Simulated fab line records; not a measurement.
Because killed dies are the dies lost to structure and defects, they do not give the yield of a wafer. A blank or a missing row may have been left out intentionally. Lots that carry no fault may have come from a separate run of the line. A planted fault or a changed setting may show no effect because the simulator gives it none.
Struck lot and sound lot, side by side    flow gf180mcu    17 out of 602 route steps
Sound: these wafers, L622.2, L622.3, L622.6. The struck wafers were L629.1, L629.2, L629.6. At the end, the cause is stated.
For every step that has rows: the tool of each side, followed by ch and its chambers, followed by its first start. Under that, the readings that differ: sound wafers    struck wafers    difference of the means    sigmas: that difference in standard deviations of wafers without a fault.
alike: words and numbers the same on both sides, and readings whose means are apart by under 2 such deviations; not compared: readings that were withheld, readings missing a value for some wafer, numbers with overlapping values and no deviation given by the record, and bounds like >300 which may hide the same value.
Wherever a step has rows on one side only, a row that says differs or no value, or a row with sigmas, the two part there. Numbers that have no deviation but don't overlap get no sigmas and don't part them. Lack of a reading on every wafer of one side parts them only where that side has two or more wafers.

first, 3 steps without rows for these wafers: GF_V2_EXPOSE_11 (exposes mask Via2, target cd 260 nm); GF_V2_PEB_12 (peb time 90 s); GF_V2_DEVELOP_13 (develop time 60 s).
GF_V2_CD_MEAS_14 targets a cd of 260 nm.
  struck on cd sem-02, day 25 23:35; sound on cd sem-01, day 23 11:37
  alike: cd nm
GF_V2_OVL_MEAS_15:
  struck on overlay-02, day 25 23:42; sound on overlay-02, day 23 11:44
  alike: V2_OVL
GF_V2_ETCH_16: etches BARC in N2/H2.
  sound on rie diel-02 ch 0,3, day 23 11:46; struck on rie diel-02 ch 0,1, day 25 23:44
  alike: drypump motor current A, n2 flow sccm, oes product au, throttle valve pct
then, 1 step without rows for these wafers: GF_V2_ETCH_17 (etches SiO2 in C4F8/O2/Ar, stops on TiN, target depth 630 nm).
GF_V2_STRIP_18: strips in O2/N2.
  sound on plasma asher-04 ch 0,1, day 23 11:53; struck on plasma asher-03 ch 0,1, day 25 23:52
  alike: drypump motor current A, heater power w, n2 flow sccm, oes product au
  not compared: rf hours counter h
then, 2 steps without rows for these wafers: GF_V2_STRIP_19 (strips in post etch residue remover, time 1200 s); GF_V2_CLEAN_20 (cleans in DIW).
GF_V2_SPUTTER_21: material Ti, target thk 15 nm, time 80.02 s.
  struck on pvd sputter-01, day 26 00:24; sound on pvd sputter-02, day 23 12:25
  alike: throttle valve pct
GF_V2_SPUTTER_22: material TiN, target thk 10 nm, time 40 s.
  struck on pvd sputter-01, day 26 00:28; sound on pvd sputter-02, day 23 12:29
  alike: throttle valve pct
GF_V2_CVD_23: deposits W, target thk 350 nm, time 104.94 s.
  sound on cvd w-02 ch 1, day 23 12:31; struck on cvd w-02 ch 0,1, day 26 00:30
reading                           sound                 struck                difference  sigmas
susceptor temp C (C)              400.02 400.00 400.46  395.97 395.65 395.92  -4.31       -21
model.W_of_V2_CVD_23.thk nm (nm)  353.2 348.5 349.3     330.9 329.1 326.4     -21.5       
  alike: heater power w
GF_V2_RS_MEAS_24: measurement is done with a four-point probe.
  struck on film metro-02, day 26 00:37; sound on film metro-03, day 23 12:41
reading           sound              struck             difference  sigmas
V2_W_RS (ohm/sq)  0.324 0.329 0.329  0.346 0.348 0.351  +0.021      +6
GF_V2_THK_MEAS_25: measures by xrf.
  struck on film metro-02, day 26 00:44; sound on film metro-03, day 23 12:48
reading        sound        struck       difference  sigmas
V2_W_THK (nm)  355 350 352  328 327 324  -26         -6
GF_V2_CMP_26: polishes, stops on SiO2, t overpolish 15 s, target thk 0 nm.
  sound on cmp-01 ch 0,1, day 23 12:51; struck on cmp-01 ch 0,2,3, day 26 00:54
  alike: head pressure psi, motor current A
following that, these wafers have no rows for 1 step: GF_PASSIVATION_PROBE_99.

WHERE THEY PART
Last at GF_V2_THK_MEAS_25 as far as this record goes, first at GF_V2_CVD_23. Later steps at which nothing parts them and some readings are alike: GF_V2_CMP_26.

WHY: what the simulator had put in
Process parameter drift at GF_V2_CVD_23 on cvd w-02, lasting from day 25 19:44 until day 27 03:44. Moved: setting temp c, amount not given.
